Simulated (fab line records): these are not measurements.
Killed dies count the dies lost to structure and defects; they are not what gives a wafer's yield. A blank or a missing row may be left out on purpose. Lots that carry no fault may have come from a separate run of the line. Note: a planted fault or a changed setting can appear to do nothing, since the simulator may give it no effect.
fab line records -- flow sky130 -- part 2 of 2: steps 32 to 40 of 40
record: lots: 5, wafers: 15, last-day: 49
route steps=708 shown METAL3@536 CAPM@537 VIA3@573
lots that met no fault: from a run of the same line without faults
start-h: the number of hours between the record's first day and the start of the first shown wafer of the lot -- wait-h: hours since the lot's step before -- " the same as in the row above -- L1.1+2: a row that stands for several wafers -- - value missing, or start not given -- * or withheld: withheld -- < > ~ a bound
route shown NAME@n: names a module that has steps shown in the file, with the first one's number in the route -- usual: mean/standard deviation taken from wafers without a fault -- same: alike in all rows -- chamber/n: place in a boat -- sites: readings site by site -- _std_site: the values' standard deviation -- _edge_site: mean of outer sites minus mean of inner sites -- radius-mm: for every site, how far away it sits from the centre of the wafer -- mask NAME#n: copy n -- behind: the most recent tool/chamber to have shaped the wafer -- hold: why the lot went on hold/how many hours it stayed there/how the hold came to an end -- device: whichever transistor did not switch (one of n, p or np) -- end of line: at the end of the route, the tests of the same wafers -- a step without rows: its recipe alone -- killed: the dies lost at the first sort to structure and to defects; this is not the yield of the wafer -- map: per-die view of a wafer (x killed, . not killed, _ where there is no die)
set.NAME: setting as actually run; set.NAME@STEP: the setting as run at that earlier step -- model.NAME: the simulator's own value behind a step, which no gauge read
a table for each step, a row for each wafer; lots at some steps of the route
services: from which hour (start-h, from the record's first day; less than 0 if before it) a tool's chamber was out of use, for how many hours, and why
== steps ==
step: SKY_METAL3_ETCH_17
recipe: target: SiO2, stop-on: TiN, chemistry: C4F8/O2/Ar, source-w: 1500, bias-w: 1200, pressure-mtorr: 40, c4f8-flow-sccm: withheld, O2_flow_sccm: 6, Ar_flow_sccm: 300, time-s: 3.9, target-depth-a: 150
usual: oes-product-au: 0.755/0.0075
same: time-s: 3.9
lot.wafer,tool,chamber,start-h,wait-h,oes-product-au,rf-hours-counter-h
L078.3,rie-diel-01,1,933.90,0.1,0.760,12
L078.5,rie-diel-01,1,933.90,0.1,0.769,-
L078.6,rie-diel-01,0,933.90,0.1,0.757,-
L082.3,rie-diel-01,0,964.83,0.0,0.748,26
L082.5,rie-diel-01,2,964.83,0.0,0.760,-
L082.6,rie-diel-01,1,964.83,0.0,0.743,-
L084.1,rie-diel-04,1,978.61,0.1,0.756,8
L084.2,rie-diel-04,0,978.61,0.1,0.752,17
L084.3,rie-diel-04,3,978.61,0.1,0.757,14
L086.1,rie-diel-01,0,986.88,0.1,0.757,27
L086.3,rie-diel-01,2,986.88,0.1,0.756,10
L086.6,rie-diel-01,3,986.88,0.1,0.769,-
L091.2,rie-diel-02,3,1022.88,0.1,0.752,14
L091.4,rie-diel-02,1,1022.88,0.1,0.760,8
L091.5,rie-diel-02,1,1022.88,0.1,0.769,-
step: SKY_METAL3_METAL_ETCH_18
recipe: target-depth-a: 8450, stop-on: SiO2, over-etch-frac: 0.3, time-s: 183.1, chemistry: Cl2/BCl3, resist-sidewall-deg: 88, pressure-mtorr: 10, icp-w: 900, bias-w: 48.5, Cl2_flow_sccm: 60, bcl3-flow-sccm: 30
usual: drypump-motor-current-A: 5.5/0.45, oes-product-au: 0.866/0.0068, throttle-valve-pct: 22.263/0.0097
same: time-s: 183.1
lot.wafer,tool,chamber,start-h,wait-h,drypump-motor-current-A,oes-product-au,rf-hours-counter-h,throttle-valve-pct
L078.3,rie-metal-01,1,933.98,0.1,6.2,0.855,-,22.278
L078.5,rie-metal-01,0,933.98,0.1,5.2,0.866,-,22.266
L078.6,rie-metal-01,1,933.98,0.1,6.2,0.876,-,22.269
L082.3,rie-metal-04,0,964.91,0.1,5.4,0.863,-,22.282
L082.5,rie-metal-04,1,964.91,0.1,5.0,0.864,-,22.237
L082.6,rie-metal-04,0,964.91,0.1,5.4,0.859,-,22.265
L084.1,rie-metal-04,0,978.63,0.0,5.4,0.864,3,22.264
L084.2,rie-metal-04,1,978.63,0.0,5.1,0.856,13,22.269
L084.3,rie-metal-04,0,978.63,0.0,5.4,0.870,-,22.274
L086.1,rie-metal-04,1,986.90,0.0,5.1,0.852,13,22.255
L086.3,rie-metal-04,0,986.90,0.0,5.4,0.865,-,22.254
L086.6,rie-metal-04,1,986.90,0.0,5.1,0.881,-,22.272
L091.2,rie-metal-03,0,1022.90,0.0,6.1,0.861,9,22.260
L091.4,rie-metal-03,1,1022.90,0.0,5.4,0.857,-,22.263
L091.5,rie-metal-03,1,1022.90,0.0,5.4,0.868,-,22.263
step: SKY_METAL3_STRIP_19
recipe: chemistry: O2/N2, power-w: 1400, pressure-mtorr: 1500, platen-temp-c: withheld, o2-flow-sccm: 3000, n2-flow-sccm: 300, overash-fraction: 0.5
usual: drypump-motor-current-A: 5.8/0.6, oes-product-au: 0.500/0.0059, strip-time-to-endpoint-s: 6.49/0.089
lot.wafer,tool,chamber,start-h,wait-h,drypump-motor-current-A,oes-product-au,rf-hours-counter-h,strip-time-to-endpoint-s
L078.3,plasma-asher-04,1,934.13,0.1,5.4,0.495,-,6.48
L078.5,plasma-asher-04,0,934.13,0.1,5.0,0.487,-,6.32
L078.6,plasma-asher-04,1,934.13,0.1,5.4,0.501,-,6.43
L082.3,plasma-asher-03,0,965.06,0.1,5.7,0.501,-,6.56
L082.5,plasma-asher-03,0,965.06,0.1,5.7,0.505,-,6.53
L082.6,plasma-asher-03,1,965.06,0.1,6.8,0.501,-,6.56
L084.1,plasma-asher-02,0,978.81,0.1,6.3,0.504,116,6.53
L084.2,plasma-asher-02,1,978.81,0.1,6.2,0.506,116,6.59
L084.3,plasma-asher-02,1,978.81,0.1,6.2,0.509,-,6.61
L086.1,plasma-asher-04,1,987.08,0.1,5.4,0.497,88,6.48
L086.3,plasma-asher-04,1,987.08,0.1,5.4,0.505,-,6.57
L086.6,plasma-asher-04,0,987.08,0.1,5.0,0.506,-,6.52
L091.2,plasma-asher-03,1,1023.08,0.1,6.8,0.498,62,6.46
L091.4,plasma-asher-03,1,1023.08,0.1,6.8,0.492,-,6.48
L091.5,plasma-asher-03,0,1023.08,0.1,5.7,0.510,-,6.47
step: SKY_METAL3_STRIP_20
recipe: chemistry: post-etch-residue-remover, time-s: 1200, temp-c: 72.5
same: time-s: 1200
lot.wafer,tool,chamber,start-h,wait-h
L078.3+5+6,wet-bench-04,0,934.19,0.0
L082.3+5+6,wet-bench-01,3,965.13,0.0
L084.1+2+3,wet-bench-01,1,978.91,0.1
L086.1+3+6,wet-bench-04,1,987.18,0.1
L091.2+4+5,wet-bench-04,0,1023.18,0.1
step: SKY_METAL3_CLEAN_21
recipe: chemistry: IPA, time-s: 180, temp-c: 25
same: time-s: 180
lot.wafer,tool,chamber,start-h,wait-h
L078.3+5+6,wet-bench-02,1,934.57,0.0
L082.3+5+6,wet-bench-04,2,965.47,0.0
L084.1+2+3,wet-bench-02,2,979.28,0.0
L086.1+3+6,wet-bench-01,3,987.52,0.0
L091.2+4+5,wet-bench-02,2,1023.55,0.0
step: SKY_METAL3_CLEAN_22
recipe: chemistry: O3/DIW, dry: n2-spin
lot.wafer,tool,chamber,start-h,wait-h
L078.3+5+6,wet-bench-02,2,934.63,0.0
L082.3+5+6,wet-bench-01,0,965.53,0.0
L084.1+2+3,wet-bench-04,1,979.34,0.0
L086.1+3+6,wet-bench-02,2,987.64,0.0
L091.2+4+5,wet-bench-01,1,1023.61,0.0
step: SKY_VIA3_HDPCVD_00
recipe: material: SiO2, target-thk-nm: 1635, sigma-open-frac: 0.3, time-s: 272.5, temp-c: 400, sih4-flow-sccm: 60, pressure-mtorr: 6
same: time-s: 272.5
lot.wafer,tool,chamber,start-h,wait-h
L078.3+5+6,hdpcvd-02,"1,2,0",934.72,0.0
L082.3+5+6,hdpcvd-01,"1,2,0",965.62,0.0
L084.1+2+3,hdpcvd-01,"2,1,0",979.43,0.0
L086.1+3+6,hdpcvd-02,"1,0,0",987.73,0.0
L091.2+4+5,hdpcvd-02,"2,0,2",1023.71,0.0
step: SKY_VIA3_THK_MEAS_01
recipe: reads: SiO2_of_VIA3_HDPCVD_00
usual: VIA3_HDPCVD_THK: 1627/15
lot.wafer,tool,chamber,start-h,wait-h,VIA3_HDPCVD_THK[nm]
L078.3,film-metro-04,-,934.91,0.1,1614
L078.5,film-metro-04,-,934.91,0.1,1622
L078.6,film-metro-04,-,934.91,0.1,1645
L082.3,film-metro-01,-,965.81,0.1,1629
L082.5,film-metro-01,-,965.81,0.1,1621
L082.6,film-metro-01,-,965.81,0.1,1618
L084.1,film-metro-01,-,979.60,0.1,1630
L084.2,film-metro-01,-,979.60,0.1,1628
L084.3,film-metro-01,-,979.60,0.1,1624
L086.1,film-metro-01,-,987.90,0.1,1622
L086.3,film-metro-01,-,987.90,0.1,1636
L086.6,film-metro-01,-,987.90,0.1,1619
L091.2,film-metro-01,-,1023.89,0.1,1618
L091.4,film-metro-01,-,1023.89,0.1,1644
L091.5,film-metro-01,-,1023.89,0.1,1620
step: SKY_VIA3_CMP_02
recipe: material: SiO2, down-force-psi: 4, platen-rpm: 60, pad-velocity-m-s: 0.94248
usual: edge-zone-pressure-frac: 1.000/0.0045, motor-current-A: 12.1/1.4
lot.wafer,tool,chamber,start-h,wait-h,edge-zone-pressure-frac,motor-current-A
L078.3,cmp-02,1,934.95,0.0,1.000,12.8
L078.6,cmp-02,1,934.95,0.0,1.003,13.8
L078.5,cmp-02,2,934.95,0.0,1.005,11.1
L082.3,cmp-02,1,966.00,0.2,1.005,13.4
L082.5,cmp-02,2,966.00,0.2,1.006,11.6
L082.6,cmp-02,3,966.00,0.2,0.998,13.9
L084.2,cmp-01,2,979.71,0.1,0.997,11.5
L084.3,cmp-01,3,979.71,0.1,1.001,10.3
L084.1,cmp-01,0,979.71,0.1,1.003,11.8
L086.3,cmp-02,2,987.96,0.0,1.005,12.0
L086.1,cmp-02,1,987.96,0.0,1.004,13.3
L086.6,cmp-02,3,987.96,0.0,0.998,13.8
L091.4,cmp-01,1,1023.99,0.1,1.005,12.3
L091.2,cmp-01,3,1023.99,0.1,1.001,10.5
L091.5,cmp-01,0,1023.99,0.1,0.993,11.3
== services ==
tool,chamber,start-h,hours,kind
rie-metal-01,1,858.48,9.9,repair
krf-scanner-02,-,867.66,1.3,pm
wet-bench-04,-,886.68,1.6,repair
rie-metal-04,-,887.60,1.5,repair
pecvd-04,2,887.92,22.9,repair
wet-bench-03,-,888.08,2.9,repair
pecvd-04,-,890.82,0.6,repair
krf-scanner-02,-,892.40,0.8,pm
hdpcvd-02,1,901.36,7.6,repair
rie-metal-03,-,902.24,0.3,repair
rie-metal-03,-,912.49,0.3,repair
iline-stepper-02,-,915.03,1.8,repair
pecvd-04,-,917.76,6.0,pm
rie-metal-04,0,931.64,19.1,repair
rie-diel-01,3,940.18,12.8,repair
rie-diel-01,0,940.48,4.9,repair
pecvd-04,-,941.46,2.8,pm
hdpcvd-02,-,944.25,2.0,repair
krf-scanner-02,-,948.80,1.5,pm
krf-scanner-02,-,959.01,16.1,repair
wet-bench-01,-,960.08,1.9,pm
rie-metal-03,-,973.50,0.1,repair
plasma-asher-02,-,994.68,3.6,repair
plasma-asher-02,-,1022.15,14.6,pm
